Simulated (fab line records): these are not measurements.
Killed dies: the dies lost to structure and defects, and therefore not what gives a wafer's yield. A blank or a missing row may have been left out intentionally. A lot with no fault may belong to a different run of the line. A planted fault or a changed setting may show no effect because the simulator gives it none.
Which tool is to blame?    flow gf180mcu    14 lots with 42 wafers sampled at 4 steps, on a route of 602 steps

== WHAT THE GAUGES READ, wafer by wafer ==
GF_M1_CD_MEAS_14: target cd 230 nm. Usual: cd_nm 230.1 nm, standard deviation 1.1.
lot   measured      on         cd_nm (nm)         flag
L824  day 17 01:34  cd_sem-01  229.0 229.2 229.2  
L825  day 17 17:55  cd_sem-01  230.2 230.3 229.5  
L826  day 17 21:16  cd_sem-01  229.3 229.8 228.9  
L828  day 18 18:43  cd_sem-01  229.8 230.5 230.9  
L829  day 18 23:52  cd_sem-01  230.7 229.5 231.1  
L830  day 19 17:16  cd_sem-01  230.4 228.8 230.2  
L831  day 19 21:55  cd_sem-02  230.7 231.2 229.6  
L832  day 20 03:55  cd_sem-01  230.3 229.3 231.0  
L833  day 20 07:31  cd_sem-02  229.0 228.5 228.8  
L834  day 21 02:04  cd_sem-02  230.0 228.6 229.6  
L835  day 21 05:01  cd_sem-01  228.7 230.3 230.0  
L837  day 22 00:55  cd_sem-02  228.9 228.2 229.0  
L840  day 23 06:40  cd_sem-02  228.1 228.6 229.6  
L844  day 24 08:28  cd_sem-01  229.4 229.0 229.1  

== WHAT TOOL EACH LOT RAN ON (gives the tool, then ch and the chambers of the sampled wafers, and finally the start) ==
lot   GF_MVSD_IMPLANT_09              GF_CONTACT_CVD_02                GF_M1_SPUTTER_02
L824  implanter-03 ch 0, day 4 11:49  pecvd-04 ch 0,1, day 15 02:18    pvd_sputter-03, day 16 02:31
L825  implanter-02 ch 0, day 4 16:14  pecvd-01 ch 0,1, day 15 18:19    pvd_sputter-03, day 16 19:07
L826  implanter-02 ch 0, day 4 22:46  pecvd-04 ch 0,2, day 15 22:14    pvd_sputter-04, day 16 22:39
L828  implanter-02 ch 0, day 5 09:14  pecvd-01 ch 0,1, day 16 18:28    pvd_sputter-04, day 17 19:18
L829  implanter-03 ch 0, day 5 15:11  pecvd-04 ch 1,2, day 16 23:00    pvd_sputter-01, day 17 23:25
L830  implanter-02 ch 0, day 5 22:16  pecvd-01 ch 1,2, day 17 15:22    pvd_sputter-04, day 18 16:51
L831  implanter-02 ch 0, day 6 01:46  pecvd-01 ch 0,1, day 17 20:01    pvd_sputter-04, day 18 21:52
L832  implanter-04 ch 0, day 6 10:11  pecvd-03 ch 0,1, day 18 00:55    pvd_sputter-03, day 19 03:10
L833  implanter-03 ch 0, day 6 14:05  pecvd-04 ch 0,1,2, day 18 06:05  pvd_sputter-03, day 19 07:58
L834  implanter-04 ch 0, day 6 20:01  pecvd-04 ch 0,1,2, day 18 23:34  pvd_sputter-04, day 20 02:04
L835  implanter-04 ch 0, day 7 03:19  pecvd-03 ch 0,1, day 19 02:25    pvd_sputter-04, day 20 04:48
L837  implanter-02 ch 0, day 7 12:40  pecvd-03 ch 0,1,2, day 19 23:21  pvd_sputter-04, day 21 01:42
L840  implanter-04 ch 0, day 8 08:28  pecvd-04 ch 0,1,2, day 21 05:41  pvd_sputter-03, day 22 07:31
L844  implanter-03 ch 0, day 9 05:16  pecvd-03 ch 0,1,2, day 22 08:55  pvd_sputter-01, day 23 09:45
- GF_MVSD_IMPLANT_09
- GF_CONTACT_CVD_02: deposits SiO2 from TEOS, target thk 860 nm, time 95.992 s.
- GF_M1_SPUTTER_02: material AlCu, target thk 450 nm, time 23.9 s.

== WHAT THE TOOLS THEMSELVES READ (means of the sampled wafers that have a number; where no wafer has one, the mark that the record gives instead) ==
GF_MVSD_IMPLANT_09. Usual: beam_energy_keV 100.00, standard deviation 0.033.
lot   tool          beam_energy_keV  flag
L824  implanter-03  100.03           
L825  implanter-02  99.99            
L826  implanter-02  100.01           
L828  implanter-02  99.96            
L829  implanter-03  100.03           
L830  implanter-02  100.02           
L831  implanter-02  100.03           
L832  implanter-04  100.00           
L833  implanter-03  99.99            
L834  implanter-04  100.03           
L835  implanter-04  93.85            OFF
L837  implanter-02  100.02           
L840  implanter-04  93.89            OFF
L844  implanter-03  100.04           

GF_CONTACT_CVD_02. Usual: heater_power_w 694 W, standard deviation 91.
lot   tool      heater_power_w (W)  flag
L824  pecvd-04  718                 
L825  pecvd-01  581                 
L826  pecvd-04  729                 
L828  pecvd-01  558                 
L829  pecvd-04  639                 
L830  pecvd-01  658                 
L831  pecvd-01  628                 
L832  pecvd-03  771                 
L833  pecvd-04  733                 
L834  pecvd-04  688                 
L835  pecvd-03  769                 
L837  pecvd-03  710                 
L840  pecvd-04  676                 
L844  pecvd-03  785                 

GF_M1_SPUTTER_02. Usual: throttle_valve_pct 30.3 %, standard deviation 0.59.
lot   tool            throttle_valve_pct (%)  flag
L824  pvd_sputter-03  30.4                    
L825  pvd_sputter-03  30.6                    
L826  pvd_sputter-04  30.5                    
L828  pvd_sputter-04  30.0                    
L829  pvd_sputter-01  30.6                    
L830  pvd_sputter-04  30.2                    
L831  pvd_sputter-04  30.2                    
L832  pvd_sputter-03  29.7                    
L833  pvd_sputter-03  30.3                    
L834  pvd_sputter-04  30.3                    
L835  pvd_sputter-04  30.1                    
L837  pvd_sputter-04  30.3                    
L840  pvd_sputter-03  30.2                    
L844  pvd_sputter-01  30.9                    

== THE ANSWER, worked out from the rows above alone ==
Rule: take the mean of a lot's wafers that have a number; if it is more than 3 standard deviations from the usual mean, the lot is off. Also off: a lot with no number at a reading for which 4 or more lots have one. The other lots that the step has rows for count as sound. After the gauges, taken in route order, come the tools' own readings; for these a lot's mean is taken, as printed above. The first step at which some lot is off is used, and at that step the reading that is off furthest; a lot without a number counts as furthest.
Off: L835, L840, at GF_MVSD_IMPLANT_09 (beam_energy_keV).
If a tool, at that step or one of the process steps before it, ran each lot that is off and ran no sound lot following the first of them, it fits. One candidate fits, namely implanter-04 at GF_MVSD_IMPLANT_09. Its last sound lot is L834 (day 6 20:01), its first lot that is off L835 (day 7 03:19): a fault that began between those two fits.
The tool's own readings at GF_MVSD_IMPLANT_09 bear it out: on the lots that are off they differ by more than 5 times the standard deviation of the sound lots' means. beam_energy_keV reads 93.87 there against 100.01 on the sound lots.

== WHAT THE SIMULATOR HAD INSERTED ==
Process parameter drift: implanter-04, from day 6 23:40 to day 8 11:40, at GF_MVSD_IMPLANT_09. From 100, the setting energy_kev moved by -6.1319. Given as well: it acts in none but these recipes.
Shown lots that were struck: L835, L840. The same result came from the rule above.
